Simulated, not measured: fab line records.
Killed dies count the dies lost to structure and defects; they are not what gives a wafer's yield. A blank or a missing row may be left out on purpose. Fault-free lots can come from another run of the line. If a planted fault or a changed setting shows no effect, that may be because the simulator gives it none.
fab line records || flow sky130
record {"lots": 5, "wafers": 15, "last-day": 50}
route steps=708 shown LDD_HVP@281 LDD_LDN@289 PAD_OPEN@708
lots untouched by any fault: they come from a run of this same line in which no faults occurred
start-h: hours from the record's opening day to when the first of the lot's shown wafers began || wait-h: hours elapsed since this lot's preceding step || " same as the row above || L1.1+2: several wafers, shown together as one row || - no value present, or no start provided || * or withheld: withheld || < > ~ a bound
route shown NAME@n: a module of which the file shows steps, and the number in the route of the first || usual: average and standard deviation across the fault-free wafers || same: alike in all rows || chamber/n: place in a boat || sites: each site's reading || _std_site: the values' standard deviation || _edge_site: the outer-site mean with the inner-site mean subtracted || radius-mm: how far each site lies from the wafer's centre || mask NAME#n: copy n || behind: the tool/chamber that last shaped the wafer || hold: reason for holding the lot/hours on hold/outcome of the hold || device: transistor that didn't switch, given as n, p or np || end of line: at the end of the route, the tests of the same wafers || a step given without rows: its recipe and nothing more || killed: at the first sort, the dies lost to defects and structure; wafer yield is something else || map: a wafer's dies, x killed, . not, _ none there
set.NAME: the setting as run; set.NAME@STEP: as run at that earlier step || model.NAME: the simulator's own value behind a step, which no gauge read
lots at selected steps of the route; one table per step, one row per wafer
services: from which hour (start-h, from the record's first day; less than 0 if before it) a tool's chamber was out of use, for how many hours, and why
## steps
# step SKY_LDD_HVP_SOFTBAKE_03
# recipe {"temp-c": 90, "time-s": 60, "resist": "NOVOLAK"}
# step SKY_LDD_HVP_EXPOSE_04
# recipe {"mask-id": "HVPTM", "na": 0.6, "source-shape": "conventional", "sigma-outer": 0.6, "polarization": "unpolarized", "target-cd-nm": 700, "dose-mj": 86}
# step SKY_LDD_HVP_PEB_05
# recipe {"temp-c": "withheld", "time-s": "*", "resist": "NOVOLAK"}
# step SKY_LDD_HVP_DEVELOP_06
# recipe {"resist": "NOVOLAK", "developer": "TMAH", "develop-time-s": 60, "dev-temp-c": 23}
# step SKY_LDD_HVP_OVL_MEAS_07
# usual {"LDD_HVP_OVL": "-0.4/1.3"}
{"lot.wafer": "L671.1", "tool": "overlay-02", "chamber": "-", "start-h": 541.13, "wait-h": 0.1, "LDD_HVP_OVL[nm]": -2.4}
{"lot.wafer": "L671.3", "tool": "overlay-02", "chamber": "-", "start-h": 541.13, "wait-h": 0.1, "LDD_HVP_OVL[nm]": -0.2}
{"lot.wafer": "L671.5", "tool": "overlay-02", "chamber": "-", "start-h": 541.13, "wait-h": 0.1, "LDD_HVP_OVL[nm]": -2.7}
{"lot.wafer": "L678.3", "tool": "overlay-02", "chamber": "-", "start-h": 599.03, "wait-h": 0.1, "LDD_HVP_OVL[nm]": -1.9}
{"lot.wafer": "L678.4", "tool": "overlay-02", "chamber": "-", "start-h": 599.03, "wait-h": 0.1, "LDD_HVP_OVL[nm]": -0.5}
{"lot.wafer": "L678.6", "tool": "overlay-02", "chamber": "-", "start-h": 599.03, "wait-h": 0.1, "LDD_HVP_OVL[nm]": 0.6}
{"lot.wafer": "L685.1", "tool": "overlay-01", "chamber": "-", "start-h": 660.18, "wait-h": 0.1, "LDD_HVP_OVL[nm]": -0.2}
{"lot.wafer": "L685.5", "tool": "overlay-01", "chamber": "-", "start-h": 660.18, "wait-h": 0.1, "LDD_HVP_OVL[nm]": 0.2}
{"lot.wafer": "L685.6", "tool": "overlay-01", "chamber": "-", "start-h": 660.18, "wait-h": 0.1, "LDD_HVP_OVL[nm]": -1.5}
{"lot.wafer": "L687.1", "tool": "overlay-01", "chamber": "-", "start-h": 672.32, "wait-h": 0.1, "LDD_HVP_OVL[nm]": 0.3}
{"lot.wafer": "L687.2", "tool": "overlay-01", "chamber": "-", "start-h": 672.32, "wait-h": 0.1, "LDD_HVP_OVL[nm]": -0.1}
{"lot.wafer": "L687.6", "tool": "overlay-01", "chamber": "-", "start-h": 672.32, "wait-h": 0.1, "LDD_HVP_OVL[nm]": 0.6}
{"lot.wafer": "L688.1", "tool": "overlay-02", "chamber": "-", "start-h": 681.42, "wait-h": 0.1, "LDD_HVP_OVL[nm]": -2.0}
{"lot.wafer": "L688.5", "tool": "overlay-02", "chamber": "-", "start-h": 681.42, "wait-h": 0.1, "LDD_HVP_OVL[nm]": -2.6}
{"lot.wafer": "L688.6", "tool": "overlay-02", "chamber": "-", "start-h": 681.42, "wait-h": 0.1, "LDD_HVP_OVL[nm]": -1.0}
# step SKY_LDD_HVP_IMPLANT_08
# recipe {"species": "B", "energy-kev": 20, "dose-cm2": 1.7e+13, "tilt-deg": 17.9}
# step SKY_LDD_HVP_STRIP_09
# recipe {"chemistry": "O2/N2", "power-w": 1400, "pressure-mtorr": 1500, "platen-temp-c": "withheld", "o2-flow-sccm": 3000, "n2-flow-sccm": 300, "overash-fraction": 0.5}
# usual {"drypump-motor-current-A": "5.7/0.35", "oes-product-au": "0.409/0.0046", "strip-time-to-endpoint-s": "4.140/0.014"}
{"lot.wafer": "L671.1", "tool": "plasma-asher-04", "chamber": 1, "start-h": 541.32, "wait-h": 0.1, "drypump-motor-current-A": 5.7, "oes-product-au": 0.410, "rf-hours-counter-h": 11, "strip-time-to-endpoint-s": 4.155}
{"lot.wafer": "L671.3", "tool": "plasma-asher-04", "chamber": 0, "start-h": 541.32, "wait-h": 0.1, "drypump-motor-current-A": 5.4, "oes-product-au": 0.408, "rf-hours-counter-h": "-", "strip-time-to-endpoint-s": 4.143}
{"lot.wafer": "L671.5", "tool": "plasma-asher-04", "chamber": 0, "start-h": 541.32, "wait-h": 0.1, "drypump-motor-current-A": 5.4, "oes-product-au": 0.409, "rf-hours-counter-h": "-", "strip-time-to-endpoint-s": 4.163}
{"lot.wafer": "L678.3", "tool": "plasma-asher-03", "chamber": 1, "start-h": 599.24, "wait-h": 0.1, "drypump-motor-current-A": 5.4, "oes-product-au": 0.407, "rf-hours-counter-h": "-", "strip-time-to-endpoint-s": 4.130}
{"lot.wafer": "L678.4", "tool": "plasma-asher-03", "chamber": 0, "start-h": 599.24, "wait-h": 0.1, "drypump-motor-current-A": 6.3, "oes-product-au": 0.408, "rf-hours-counter-h": "-", "strip-time-to-endpoint-s": 4.143}
{"lot.wafer": "L678.6", "tool": "plasma-asher-03", "chamber": 1, "start-h": 599.24, "wait-h": 0.1, "drypump-motor-current-A": 5.4, "oes-product-au": 0.402, "rf-hours-counter-h": "-", "strip-time-to-endpoint-s": 4.122}
{"lot.wafer": "L685.1", "tool": "plasma-asher-04", "chamber": 1, "start-h": 660.37, "wait-h": 0.1, "drypump-motor-current-A": 5.8, "oes-product-au": 0.414, "rf-hours-counter-h": 24, "strip-time-to-endpoint-s": 4.140}
{"lot.wafer": "L685.5", "tool": "plasma-asher-04", "chamber": 0, "start-h": 660.37, "wait-h": 0.1, "drypump-motor-current-A": 5.4, "oes-product-au": 0.410, "rf-hours-counter-h": "-", "strip-time-to-endpoint-s": 4.137}
{"lot.wafer": "L685.6", "tool": "plasma-asher-04", "chamber": 1, "start-h": 660.37, "wait-h": 0.1, "drypump-motor-current-A": 5.8, "oes-product-au": 0.411, "rf-hours-counter-h": "-", "strip-time-to-endpoint-s": 4.144}
{"lot.wafer": "L687.1", "tool": "plasma-asher-04", "chamber": 0, "start-h": 672.50, "wait-h": 0.1, "drypump-motor-current-A": 5.5, "oes-product-au": 0.404, "rf-hours-counter-h": 25, "strip-time-to-endpoint-s": 4.133}
{"lot.wafer": "L687.2", "tool": "plasma-asher-04", "chamber": 1, "start-h": 672.50, "wait-h": 0.1, "drypump-motor-current-A": 5.7, "oes-product-au": 0.407, "rf-hours-counter-h": 25, "strip-time-to-endpoint-s": 4.125}
{"lot.wafer": "L687.6", "tool": "plasma-asher-04", "chamber": 0, "start-h": 672.50, "wait-h": 0.1, "drypump-motor-current-A": 5.4, "oes-product-au": 0.407, "rf-hours-counter-h": "-", "strip-time-to-endpoint-s": 4.116}
{"lot.wafer": "L688.1", "tool": "plasma-asher-03", "chamber": 1, "start-h": 681.61, "wait-h": 0.1, "drypump-motor-current-A": 5.4, "oes-product-au": 0.413, "rf-hours-counter-h": 100, "strip-time-to-endpoint-s": 4.143}
{"lot.wafer": "L688.5", "tool": "plasma-asher-03", "chamber": 1, "start-h": 681.61, "wait-h": 0.1, "drypump-motor-current-A": 5.4, "oes-product-au": 0.408, "rf-hours-counter-h": "-", "strip-time-to-endpoint-s": 4.157}
{"lot.wafer": "L688.6", "tool": "plasma-asher-03", "chamber": 0, "start-h": 681.61, "wait-h": 0.1, "drypump-motor-current-A": 6.3, "oes-product-au": 0.412, "rf-hours-counter-h": "-", "strip-time-to-endpoint-s": 4.128}
# step SKY_LDD_HVP_TW_MEAS_10
# usual {"LDD_HVP_TW": "457.5/2.5"}
{"lot.wafer": "L671.1", "tool": "film-metro-04", "chamber": "-", "start-h": 541.42, "wait-h": 0.1, "LDD_HVP_TW": 456.3}
{"lot.wafer": "L671.3", "tool": "film-metro-04", "chamber": "-", "start-h": 541.42, "wait-h": 0.1, "LDD_HVP_TW": 456.4}
{"lot.wafer": "L671.5", "tool": "film-metro-04", "chamber": "-", "start-h": 541.42, "wait-h": 0.1, "LDD_HVP_TW": 455.8}
{"lot.wafer": "L678.3", "tool": "film-metro-03", "chamber": "-", "start-h": 599.32, "wait-h": 0.1, "LDD_HVP_TW": 463.3}
{"lot.wafer": "L678.4", "tool": "film-metro-03", "chamber": "-", "start-h": 599.32, "wait-h": 0.1, "LDD_HVP_TW": 459.3}
{"lot.wafer": "L678.6", "tool": "film-metro-03", "chamber": "-", "start-h": 599.32, "wait-h": 0.1, "LDD_HVP_TW": 460.2}
{"lot.wafer": "L685.1", "tool": "film-metro-04", "chamber": "-", "start-h": 660.47, "wait-h": 0.1, "LDD_HVP_TW": 458.6}
{"lot.wafer": "L685.5", "tool": "film-metro-04", "chamber": "-", "start-h": 660.47, "wait-h": 0.1, "LDD_HVP_TW": 458.9}
{"lot.wafer": "L685.6", "tool": "film-metro-04", "chamber": "-", "start-h": 660.47, "wait-h": 0.1, "LDD_HVP_TW": 457.8}
{"lot.wafer": "L687.1", "tool": "film-metro-02", "chamber": "-", "start-h": 672.60, "wait-h": 0.1, "LDD_HVP_TW": 457.1}
{"lot.wafer": "L687.2", "tool": "film-metro-02", "chamber": "-", "start-h": 672.60, "wait-h": 0.1, "LDD_HVP_TW": 455.8}
{"lot.wafer": "L687.6", "tool": "film-metro-02", "chamber": "-", "start-h": 672.60, "wait-h": 0.1, "LDD_HVP_TW": 455.1}
{"lot.wafer": "L688.1", "tool": "film-metro-02", "chamber": "-", "start-h": 681.71, "wait-h": 0.1, "LDD_HVP_TW": 451.7}
{"lot.wafer": "L688.5", "tool": "film-metro-02", "chamber": "-", "start-h": 681.71, "wait-h": 0.1, "LDD_HVP_TW": 452.8}
{"lot.wafer": "L688.6", "tool": "film-metro-02", "chamber": "-", "start-h": 681.71, "wait-h": 0.1, "LDD_HVP_TW": 454.0}
# step SKY_LDD_LDN_DEHYDRATE_00
# recipe {"temp-c": 200, "time-s": 60}
# step SKY_LDD_LDN_HMDS_01
# recipe {"prime-time-s": 60, "prime-temp-c": 120}
# step SKY_LDD_LDN_COAT_02
# recipe {"resist": "NOVOLAK", "spin-rpm": 3000, "resist-thk-nm": 1140}
# step SKY_LDD_LDN_SOFTBAKE_03
# recipe {"temp-c": 90, "time-s": 60, "resist": "NOVOLAK"}
# step SKY_LDD_LDN_EXPOSE_04
# recipe {"mask-id": "LDNTM", "na": 0.6, "source-shape": "conventional", "sigma-outer": 0.6, "polarization": "unpolarized", "target-cd-nm": 700, "dose-mj": 140}
# same {"sigma-outer": 0.6}
{"lot.wafer": "L671.1+3+5", "tool": "iline-stepper-01", "chamber": 0, "start-h": 556.85, "wait-h": "-", "mask": "LDNTM#0"}
{"lot.wafer": "L678.3+4+6", "tool": "iline-stepper-02", "chamber": 0, "start-h": 614.23, "wait-h": "-", "mask": "LDNTM_R1#0"}
{"lot.wafer": "L685.1+5+6", "tool": "iline-stepper-01", "chamber": 0, "start-h": 674.93, "wait-h": "-", "mask": "LDNTM#0"}
{"lot.wafer": "L687.1+2+6", "tool": "iline-stepper-01", "chamber": 0, "start-h": 686.69, "wait-h": "-", "mask": "LDNTM#0"}
{"lot.wafer": "L688.1+5+6", "tool": "iline-stepper-02", "chamber": 0, "start-h": 695.91, "wait-h": "-", "mask": "LDNTM#0"}
# step SKY_LDD_LDN_PEB_05
# recipe {"temp-c": "withheld", "time-s": "*", "resist": "NOVOLAK"}
# step SKY_PAD_OPEN_PROBE_99
# usual {"killed_at_M0_to_M3": "44/7", "killed_at_M4_up": "3.0/1.8", "killed-at-contacts": "24/4.9", "killed-at-front-end": "15/5", "killed-at-other": "0.2/0.53", "killed-dies": "87/8.7", "killed-open": "48/6.8", "killed-short": "39/5.7"}
# same {"gross-dies": 492, "killed-at-back-side": 0}
{"lot.wafer": "L671.1", "tool": "prober-02", "chamber": "-", "start-h": 1106.97, "wait-h": 0.1, "killed_at_M0_to_M3": 42, "killed_at_M4_up": 0, "killed-at-contacts": 29, "killed-at-front-end": 19, "killed-at-other": 0, "killed-dies": 90, "killed-open": 49, "killed-short": 41}
{"lot.wafer": "L671.3", "tool": "prober-02", "chamber": "-", "start-h": 1107.07, "wait-h": 0.2, "killed_at_M0_to_M3": 36, "killed_at_M4_up": 3, "killed-at-contacts": 28, "killed-at-front-end": 21, "killed-at-other": 1, "killed-dies": 89, "killed-open": 49, "killed-short": 40}
{"lot.wafer": "L671.5", "tool": "prober-02", "chamber": "-", "start-h": 1107.17, "wait-h": 0.2, "killed_at_M0_to_M3": 46, "killed_at_M4_up": 6, "killed-at-contacts": 27, "killed-at-front-end": 17, "killed-at-other": 0, "killed-dies": 96, "killed-open": 48, "killed-short": 48}
{"lot.wafer": "L678.3", "tool": "prober-02", "chamber": "-", "start-h": 1145.07, "wait-h": 0.2, "killed_at_M0_to_M3": 36, "killed_at_M4_up": 3, "killed-at-contacts": 19, "killed-at-front-end": 8, "killed-at-other": 2, "killed-dies": 68, "killed-open": 40, "killed-short": 28}
{"lot.wafer": "L678.4", "tool": "prober-02", "chamber": "-", "start-h": 1145.12, "wait-h": 0.2, "killed_at_M0_to_M3": 35, "killed_at_M4_up": 3, "killed-at-contacts": 29, "killed-at-front-end": 9, "killed-at-other": 1, "killed-dies": 77, "killed-open": 33, "killed-short": 44}
{"lot.wafer": "L678.6", "tool": "prober-02", "chamber": "-", "start-h": 1145.22, "wait-h": 0.2, "killed_at_M0_to_M3": 48, "killed_at_M4_up": 5, "killed-at-contacts": 26, "killed-at-front-end": 14, "killed-at-other": 0, "killed-dies": 93, "killed-open": 57, "killed-short": 36}
{"lot.wafer": "L685.1", "tool": "prober-02", "chamber": "-", "start-h": 1180.66, "wait-h": 0.1, "killed_at_M0_to_M3": 55, "killed_at_M4_up": 3, "killed-at-contacts": 18, "killed-at-front-end": 12, "killed-at-other": 0, "killed-dies": 88, "killed-open": 44, "killed-short": 44}
{"lot.wafer": "L685.5", "tool": "prober-02", "chamber": "-", "start-h": 1180.86, "wait-h": 0.2, "killed_at_M0_to_M3": 52, "killed_at_M4_up": 2, "killed-at-contacts": 21, "killed-at-front-end": 12, "killed-at-other": 1, "killed-dies": 88, "killed-open": 49, "killed-short": 39}
{"lot.wafer": "L685.6", "tool": "prober-02", "chamber": "-", "start-h": 1180.91, "wait-h": 0.2, "killed_at_M0_to_M3": 53, "killed_at_M4_up": 0, "killed-at-contacts": 19, "killed-at-front-end": 16, "killed-at-other": 0, "killed-dies": 88, "killed-open": 55, "killed-short": 33}
{"lot.wafer": "L687.1", "tool": "prober-02", "chamber": "-", "start-h": 1186.97, "wait-h": 0.1, "killed_at_M0_to_M3": 48, "killed_at_M4_up": 2, "killed-at-contacts": 18, "killed-at-front-end": 9, "killed-at-other": 0, "killed-dies": 77, "killed-open": 43, "killed-short": 34}
{"lot.wafer": "L687.2", "tool": "prober-02", "chamber": "-", "start-h": 1187.02, "wait-h": 0.1, "killed_at_M0_to_M3": 31, "killed_at_M4_up": 4, "killed-at-contacts": 22, "killed-at-front-end": 20, "killed-at-other": 1, "killed-dies": 78, "killed-open": 49, "killed-short": 29}
{"lot.wafer": "L687.6", "tool": "prober-02", "chamber": "-", "start-h": 1187.22, "wait-h": 0.2, "killed_at_M0_to_M3": 49, "killed_at_M4_up": 3, "killed-at-contacts": 16, "killed-at-front-end": 15, "killed-at-other": 0, "killed-dies": 83, "killed-open": 40, "killed-short": 43}
{"lot.wafer": "L688.1", "tool": "prober-01", "chamber": "-", "start-h": 1194.78, "wait-h": 0.1, "killed_at_M0_to_M3": 53, "killed_at_M4_up": 3, "killed-at-contacts": 31, "killed-at-front-end": 18, "killed-at-other": 0, "killed-dies": 105, "killed-open": 63, "killed-short": 42}
{"lot.wafer": "L688.5", "tool": "prober-01", "chamber": "-", "start-h": 1194.98, "wait-h": 0.2, "killed_at_M0_to_M3": 55, "killed_at_M4_up": 5, "killed-at-contacts": 25, "killed-at-front-end": 10, "killed-at-other": 1, "killed-dies": 96, "killed-open": 57, "killed-short": 39}
{"lot.wafer": "L688.6", "tool": "prober-01", "chamber": "-", "start-h": 1195.03, "wait-h": 0.2, "killed_at_M0_to_M3": 47, "killed_at_M4_up": 4, "killed-at-contacts": 24, "killed-at-front-end": 17, "killed-at-other": 0, "killed-dies": 92, "killed-open": 51, "killed-short": 41}
# killed by level:class
L671.1 VIA1:geometric-particle:open=14 LI_CONTACT:geometric-particle:open=10 LOCAL_INTERCONNECT:geometric-particle:short=8 CONTACT:geometric-particle:open=7 POLY_GATE:geometric-particle:short=6 VIA2:geometric-particle:open=6 FIELD_ISO:geometric-particle:short=5 VIA3:geometric-particle:open=5
L671.3 VIA1:geometric-particle:open=11 CONTACT:geometric-particle:open=11 VIA2:geometric-particle:open=5 FIELD_ISO:geometric-particle:short=5 POLY_GATE:geometric-particle:short=5 LI_CONTACT:geometric-particle:open=5 LOCAL_INTERCONNECT:geometric-particle:short=5 FIELD_ISO:geometric-particle:open=4
L671.5 VIA1:geometric-particle:open=19 VIA1:geometric-particle:short=9 LI_CONTACT:geometric-particle:open=9 LOCAL_INTERCONNECT:geometric-particle:short=7 METAL4:geometric-particle:short=6 CONTACT:geometric-particle:open=6 FIELD_ISO:geometric-particle:short=5 CONTACT:geometric-particle:short=5
L678.3 CONTACT:geometric-particle:open=8 VIA2:geometric-particle:open=7 LI_CONTACT:geometric-particle:open=6 METAL1:geometric-particle:short=5 METAL2:geometric-particle:open=5 VIA1:geometric-particle:open=4 FIELD_ISO:geometric-particle:open=4 METAL2:geometric-particle:short=4
L678.4 CONTACT:geometric-particle:open=9 CONTACT:geometric-particle:short=8 VIA1:geometric-particle:open=6 METAL1:geometric-particle:short=5 LI_CONTACT:geometric-particle:open=5 METAL2:geometric-particle:short=5 VIA3:geometric-particle:short=5 LOCAL_INTERCONNECT:geometric-particle:short=4
L678.6 VIA1:geometric-particle:open=15 CONTACT:geometric-particle:open=12 VIA1:geometric-particle:short=9 VIA2:geometric-particle:open=8 LI_CONTACT:geometric-particle:open=7 FIELD_ISO:geometric-particle:open=5 METAL1:geometric-particle:short=5 CONTACT:geometric-particle:short=4
L685.1 VIA1:geometric-particle:open=12 METAL1:geometric-particle:short=10 VIA2:geometric-particle:open=9 VIA1:geometric-particle:short=7 FIELD_ISO:geometric-particle:short=5 LI_CONTACT:geometric-particle:open=5 CONTACT:geometric-particle:open=5 METAL2:geometric-particle:short=5
L685.5 VIA1:geometric-particle:open=17 VIA3:geometric-particle:open=8 VIA1:geometric-particle:short=6 VIA2:geometric-particle:open=6 CONTACT:geometric-particle:short=5 CONTACT:geometric-particle:open=5 POLY_CUT:geometric-particle:short=4 LI_CONTACT:geometric-particle:open=4
L685.6 VIA2:geometric-particle:open=13 VIA1:geometric-particle:open=11 CONTACT:geometric-particle:open=8 VIA3:geometric-particle:open=8 VIA1:geometric-particle:short=6 FIELD_ISO:geometric-particle:open=5 LI_CONTACT:geometric-particle:open=4 FIELD_ISO:geometric-particle:short=3
L687.1 VIA1:geometric-particle:open=13 CONTACT:geometric-particle:open=8 METAL1:geometric-particle:short=8 METAL2:geometric-particle:short=7 SPACER:geometric-particle:open=4 CONTACT:geometric-particle:short=4 VIA1:geometric-particle:short=4 METAL1:geometric-particle:open=4
L687.2 VIA1:geometric-particle:open=12 CONTACT:geometric-particle:open=11 FIELD_ISO:geometric-particle:open=9 VIA2:geometric-particle:open=4 POLY_GATE:geometric-particle:open=3 SPACER:geometric-particle:short=3 LI_CONTACT:geometric-particle:open=3 LOCAL_INTERCONNECT:geometric-particle:short=3
L687.6 VIA1:geometric-particle:open=15 METAL1:geometric-particle:short=6 CONTACT:geometric-particle:open=6 VIA1:geometric-particle:short=6 FIELD_ISO:geometric-particle:short=5 VIA2:geometric-particle:short=5 FIELD_ISO:geometric-particle:open=4 LOCAL_INTERCONNECT:geometric-particle:short=4
L688.1 CONTACT:geometric-particle:open=13 VIA1:geometric-particle:open=10 VIA3:geometric-particle:open=10 LI_CONTACT:geometric-particle:open=8 VIA2:geometric-particle:open=8 POLY_GATE:geometric-particle:short=6 VIA1:geometric-particle:short=6 LOCAL_INTERCONNECT:geometric-particle:short=5
L688.5 VIA2:geometric-particle:open=11 VIA1:geometric-particle:open=10 CONTACT:geometric-particle:open=9 METAL1:geometric-particle:short=8 LI_CONTACT:geometric-particle:open=6 VIA1:geometric-particle:short=6 CONTACT:geometric-particle:short=5 VIA3:geometric-particle:open=4
L688.6 VIA1:geometric-particle:open=10 VIA3:geometric-particle:open=8 LI_CONTACT:geometric-particle:open=7 VIA1:geometric-particle:short=7 CONTACT:geometric-particle:short=6 CONTACT:geometric-particle:open=6 VIA2:geometric-particle:open=6 POLY_GATE:geometric-particle:open=4
## services
{"tool": "iline-stepper-02", "chamber": "-", "start-h": 518.93, "hours": 9.0, "kind": "repair"}
{"tool": "iline-stepper-01", "chamber": "-", "start-h": 628.99, "hours": 1.7, "kind": "pm"}
{"tool": "plasma-asher-04", "chamber": "-", "start-h": 629.81, "hours": 3.6, "kind": "repair"}
{"tool": "iline-stepper-02", "chamber": "-", "start-h": 652.72, "hours": 17.2, "kind": "repair"}
{"tool": "iline-stepper-02", "chamber": "-", "start-h": 682.39, "hours": 1.7, "kind": "pm"}
{"tool": "plasma-asher-03", "chamber": "-", "start-h": 686.24, "hours": 0.8, "kind": "repair"}
## key
first-sign {"step": "SKY_LDD_LDN_EXPOSE_04", "reading": "mask", "direction": "changed"}
effect none on later readings
met-at SKY_LDD_LDN_EXPOSE_04
struck-wafers L678.3,L678.4,L678.6
tester-left-out L678
fault {"kind": "wrong-mask", "tool": "any", "chamber": "-", "onset-h": 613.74, "steps": "SKY_LDD_LDN_EXPOSE_04", "aux-copy": "LDNTM_R1#0", "cd-offset-nm": 49, "scope": "struck-lots-only"}
# tester-left-out: of these lots the tester's yield and bins aren't shown, on N5 and GAA mostly nor the transistor test; their killed dies are dies lost to structure and defects alone, not to doping, threshold or leakage, so they don't give the yield
